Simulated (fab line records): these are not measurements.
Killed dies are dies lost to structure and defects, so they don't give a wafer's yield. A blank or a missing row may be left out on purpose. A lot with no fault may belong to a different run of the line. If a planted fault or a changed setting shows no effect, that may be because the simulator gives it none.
Which tool is to blame? ; flow gf180mcu ; 14 lots, 42 wafers sampled, at 4 steps of a route of 602

== WHAT THE GAUGES READ, wafer by wafer ==
GF_HV_LDD_CD_MEAS_46: the cd target is 400 nm. Usual: 395.9 nm for cd nm, sd 2.6.
lot;measured;on;cd nm (nm);flag
L869;day 12 04:38;cd sem-02;394.3 393.3 393.1;
L870;day 12 11:18;cd sem-02;392.4 396.1 394.9;
L871;day 12 22:14;cd sem-02;394.3 394.1 396.2;
L872;day 13 01:31;cd sem-02;397.0 397.4 395.2;
L875;day 14 07:24;cd sem-02;400.1 400.6 402.1;
L877;day 14 20:59;cd sem-02;395.3 392.7 394.0;
L879;day 15 13:31;cd sem-02;398.5 397.4 397.1;
L885;day 17 18:10;cd sem-02;395.8 397.8 398.5;
L886;day 18 07:02;cd sem-02;397.4 393.5 397.1;
L887;day 18 13:27;cd sem-02;395.6 397.0 396.9;
L888;day 18 17:09;cd sem-01;392.1 390.4 391.8;
L890;day 19 05:58;cd sem-01;397.8 396.5 396.2;
L891;day 19 16:36;cd sem-01;394.8 394.4 394.6;
L892;day 20 00:06;cd sem-02;393.5 393.3 395.7;

GF_SAB_THK_MEAS_01. Usual: for SAB_CVD_00_THK the level is 50.1 nm and the standard deviation is 0.83.
lot;measured;on;SAB_CVD_00_THK (nm);flag
L869;day 14 01:04;film metro-03;48.8 49.8 49.8;
L870;day 14 07:31;film metro-02;50.6 49.4 50.3;
L871;day 14 19:28;film metro-03;48.6 49.8 51.0;
L872;day 15 00:41;film metro-01;48.8 48.8 50.7;
L875;day 16 06:50;film metro-01;49.3 50.5 51.4;
L877;day 16 20:34;film metro-02;50.3 49.6 46.1;
L879;day 17 15:05;film metro-02;49.1 51.0 45.1;
L885;day 19 21:43;film metro-03;49.6 49.4 50.3;
L886;day 20 13:29;film metro-03;49.2 50.0 51.4;
L887;day 20 17:43;film metro-02;50.2 51.5 51.8;
L888;day 20 22:10;film metro-03;50.9 51.6 50.3;
L890;day 21 11:34;film metro-03;49.7 49.2 51.0;
L891;day 21 20:34;film metro-02;49.2 49.5 50.1;
L892;day 22 04:04;film metro-01;49.9 50.9 50.2;

GF_CONTACT_THK_MEAS_03. Usual: for CONTACT_CVD_02_THK the level is 858 nm and the standard deviation is 13.
lot;measured;on;CONTACT_CVD_02_THK (nm);flag
L869;day 14 23:02;film metro-01;867 857 880;
L870;day 15 06:17;film metro-02;858 842 868;
L871;day 15 17:25;film metro-02;847 867 858;
L872;day 15 23:23;film metro-02;844 844 874;
L875;day 17 06:38;film metro-04;860 860 890;
L877;day 17 20:55;film metro-04;833 861 856;
L879;day 18 16:11;film metro-01;870 856 879;
L885;day 20 23:01;film metro-04;865 866 847;
L886;day 21 13:58;film metro-01;840 853 863;
L887;day 21 18:11;film metro-04;848 856 863;
L888;day 21 22:53;film metro-01;848 869 846;
L890;day 22 12:13;film metro-02;854 851 863;
L891;day 22 20:30;film metro-01;827 844 851;
L892;day 23 04:03;film metro-01;846 868 853;

== WHICH TOOL RAN EACH LOT (tool, then ch and the chambers of the sampled wafers, then the start) ==
lot;GF_SAB_CVD_00
L869;pecvd-04 ch 1,2, day 14 01:02
L870;pecvd-02 ch 0,1,2, day 14 07:29
L871;pecvd-03 ch 0,1, day 14 19:26
L872;pecvd-04 ch 0,1,2, day 15 00:40
L875;pecvd-04 ch 0,1,2, day 16 06:49
L877;pecvd-04 ch 0,1,2, day 16 20:32
L879;pecvd-04 ch 0,1,2, day 17 15:04
L885;pecvd-03 ch 0,1,2, day 19 21:43
L886;pecvd-04 ch 0,2, day 20 13:28
L887;pecvd-03 ch 0,1, day 20 17:41
L888;pecvd-03 ch 0,1, day 20 22:08
L890;pecvd-04 ch 0,1,2, day 21 11:32
L891;pecvd-04 ch 0,1, day 21 20:32
L892;pecvd-02 ch 0,2, day 22 04:03
- GF_SAB_CVD_00: deposits SiO2 from TEOS, target thk 50 nm, time 4.9302 s.

== AS READ BY THE TOOLS THEMSELVES (means over the sampled wafers that have a number; for cases with no such wafer, the mark the record gives instead) ==
GF_SAB_CVD_00. Usual: 631 W for heater power w, sd 76.
lot;tool;heater power w (W);flag
L869;pecvd-04;617;
L870;pecvd-02;634;
L871;pecvd-03;593;
L872;pecvd-04;626;
L875;pecvd-04;659;
L877;pecvd-04;658;
L879;pecvd-04;640;
L885;pecvd-03;615;
L886;pecvd-04;601;
L887;pecvd-03;576;
L888;pecvd-03;568;
L890;pecvd-04;674;
L891;pecvd-04;661;
L892;pecvd-02;736;

== THE ANSWER, worked out from the rows above alone ==
Rule: a lot counts as off when the mean over its wafers that have a number is more than 3 standard deviations away from the usual mean. A lot without any number at a reading at which 4 lots or more have one is off too. The other lots that the step has rows for count as sound. First the gauges in route order, then the tools' own readings, where a lot's mean is used as printed above. The first step at which some lot is off is used, and at that step the reading that is off furthest; a lot without a number counts as furthest.
None of the lots is off at any reading shown; this tells nothing.

== WHAT HAD BEEN PUT IN BY THE SIMULATOR ==
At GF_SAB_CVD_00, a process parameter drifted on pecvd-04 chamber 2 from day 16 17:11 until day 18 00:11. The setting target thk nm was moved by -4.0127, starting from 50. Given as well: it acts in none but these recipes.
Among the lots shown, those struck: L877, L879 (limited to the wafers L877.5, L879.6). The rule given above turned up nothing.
